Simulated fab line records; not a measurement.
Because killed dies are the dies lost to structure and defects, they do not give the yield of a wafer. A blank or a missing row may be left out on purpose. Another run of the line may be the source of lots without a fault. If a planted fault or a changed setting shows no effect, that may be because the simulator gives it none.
Chamber matching | flow sky130 | 3 sister chambers for SKY_CONTACT_HDPCVD_02 on hdpcvd-02
The step deposits SiO2, target thk 565 nm, time 94.2 s. 6 wafers are shown with their chamber, then 8 later ones without.

== WAFERS PAIRED WITH THEIR CHAMBERS ==
wafer  | chamber | pressure_mtorr (mTorr)
L263.5 | 1       | 6.013
L263.6 | 0       | 5.988
L265.2 | 2       | 5.987
L265.4 | 0       | 5.993
L265.6 | 2       | 6.018
L273.3 | 1       | 6.008

== WAFERS WITHOUT THEIR CHAMBER ==
wafer  | pressure_mtorr (mTorr)
L273.5 | 5.994
L273.6 | 6.008
L277.1 | 6.012
L277.2 | 5.977
L277.5 | 6.000
L278.1 | 5.996
L278.2 | 5.985
L278.5 | 5.984

== EACH ONE'S CHAMBER ==
wafer  | from the rows above          | in truth
L273.5 | can't be placed: 0 or 2 or 1 | 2
L273.6 | can't be placed: 1 or 2 or 0 | 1
L277.1 | can't be placed: 1 or 2 or 0 | 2
L277.2 | can't be placed: 0 or 2 or 1 | 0
L277.5 | can't be placed: 2 or 0 or 1 | 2
L278.1 | can't be placed: 0 or 2 or 1 | 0
L278.2 | can't be placed: 0 or 2 or 1 | 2
L278.5 | can't be placed: 0 or 2 or 1 | 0
Placed correctly: 0 of 8. Cannot be placed on the basis of these rows: 8; the candidates contain the true chamber in 8. Number placed wrongly: 0.
How it was worked out, from the rows above alone: a wafer's distance from a chamber is the root of the sum, over the readings, of the square of ((its reading less the chamber's mean) divided by the reading's scatter). The wafer belongs to the nearest chamber; if the next one is less than 2 further off, it can't be placed. The mean given for a chamber averages the wafers shown for that chamber. How the scatter is found: for the shown wafers, subtract from each reading the mean of its chamber, square and add these, divide the total by (wafers less chambers), then take the root.
